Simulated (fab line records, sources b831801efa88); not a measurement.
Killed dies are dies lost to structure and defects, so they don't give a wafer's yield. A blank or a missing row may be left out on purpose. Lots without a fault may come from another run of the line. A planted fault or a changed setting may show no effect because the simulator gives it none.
Split-lot experiment | flow sfq_line | 5 lots, 27 wafers read, on a route of 325 steps

THE SPLIT
At SFQ_TRILAYER_M8_DEP_EVAP_198 (material Pt, target thk 50 nm, time 250 s), the setting time_s was moved away from the recipe's 250 s on 9 of the 27 wafers read, by -53.8% to -27.5%. The other wafers ran this setting at the recipe's value.

The reading is taken at the split's own step.

THE READING
Pt_of_TRILAYER_M8_DEP_EVAP_198.thk_nm (the simulator's own value, which no gauge read), in nm, at SFQ_TRILAYER_M8_DEP_EVAP_198 (material Pt, target thk 50 nm, time 250 s). The file gives no usual value for it. The 18 wafers here that ran the recipe average 50.19 nm, standard deviation 0.42 nm.

wafer  | tool, chamber at the split | time_s as run, s | against the recipe | Pt_of_TRILAYER_M8_DEP_EVAP_198.thk_nm, nm | against lot-mates on the recipe
L074.1 | pvd_sputter-02, -          | 158.9            | -36.4%             | 31.19                                     | -18.27
L074.2 | pvd_sputter-02, -          | 250              | recipe             | 49.96                                     | -
L074.3 | pvd_sputter-02, -          | 158.9            | -36.4%             | 30.92                                     | -18.54
L074.4 | pvd_sputter-02, -          | 250              | recipe             | 49.37                                     | -
L074.5 | pvd_sputter-02, -          | 250              | recipe             | 49.04                                     | -
L074.6 | pvd_sputter-02, -          | 158.9            | -36.4%             | 31.44                                     | -18.02
L075.1 | pvd_sputter-01, -          | 115.6            | -53.8%             | 23.26                                     | -26.78
L075.2 | pvd_sputter-01, -          | 115.6            | -53.8%             | 23.21                                     | -26.83
L075.3 | pvd_sputter-01, -          | 250              | recipe             | 50.01                                     | -
L075.4 | pvd_sputter-01, -          | 250              | recipe             | 50.08                                     | -
L075.5 | pvd_sputter-01, -          | 115.6            | -53.8%             | 23.27                                     | -26.77
L075.6 | pvd_sputter-01, -          | 250              | recipe             | 50.03                                     | -
L081.3 | pvd_sputter-01, -          | 250              | recipe             | 50.32                                     | -
L081.4 | pvd_sputter-01, -          | 250              | recipe             | 50.52                                     | -
L081.5 | pvd_sputter-01, -          | 250              | recipe             | 50.57                                     | -
L083.1 | pvd_sputter-01, -          | 250              | recipe             | 50.46                                     | -
L083.2 | pvd_sputter-01, -          | 250              | recipe             | 50.17                                     | -
L083.3 | pvd_sputter-01, -          | 250              | recipe             | 50.71                                     | -
L083.4 | pvd_sputter-01, -          | 250              | recipe             | 50.19                                     | -
L083.5 | pvd_sputter-01, -          | 250              | recipe             | 50.65                                     | -
L083.6 | pvd_sputter-01, -          | 250              | recipe             | 50.03                                     | -
L084.1 | pvd_sputter-02, -          | 250              | recipe             | 50.5                                      | -
L084.2 | pvd_sputter-02, -          | 250              | recipe             | 50.4                                      | -
L084.3 | pvd_sputter-02, -          | 181.2            | -27.5%             | 37.32                                     | -13.09
L084.4 | pvd_sputter-02, -          | 250              | recipe             | 50.32                                     | -
L084.5 | pvd_sputter-02, -          | 181.2            | -27.5%             | 36.46                                     | -13.95
L084.6 | pvd_sputter-02, -          | 181.2            | -27.5%             | 36.83                                     | -13.58

THE FIT
A straight line over all 27 wafers: Pt_of_TRILAYER_M8_DEP_EVAP_198.thk_nm changes by +0.504 nm for each +1% of time_s; r = +1.00; the points scatter about the line by 0.48 nm.
The same after taking each lot's own level away (the mean of its wafers on the recipe; 27 wafers): +0.498 nm for each +1%; r = +1.00; scatter 0.25 nm.
On that fit, the largest move of time_s shifts the reading by 27 nm.
The lots' own levels span 49.457 to 50.470 nm, that is 2.4 times the standard deviation above.
So the lot-to-lot level changes the slope little: the two slopes agree.
Check: with one of the wafers moved furthest among these (-53.8%) left out of the fit, the line predicts -26.8 nm for it against its lot-mates. It came out at -26.8 nm against them.

OTHER SPLITS ON THESE WAFERS
These wafers also went through other splits before the reading. Each is held against what the fit with the lots' levels taken away leaves over:
other split on the same wafers                  | wafers away from the commonest value | r with Pt_of_TRILAYER_M8_DEP_EVAP_198.thk_nm (lot level and that fit taken away)
SFQ_TRILAYER_R5_DEP_SPUTTER_133 time_s          | 12                                   | -0.01
SFQ_TRILAYER_C5_BARC_OPEN_VIA_ETCH_210 time_s   | 9                                    | +0.19
SFQ_TRILAYER_M6_BARC_OPEN_METAL_ETCH_206 time_s | 9                                    | -0.05

THE FILE'S OWN FIT
Pt_of_TRILAYER_M8_DEP_EVAP_198.thk_nm changes by +0.498 nm for each +1% of time_s, r = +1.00.
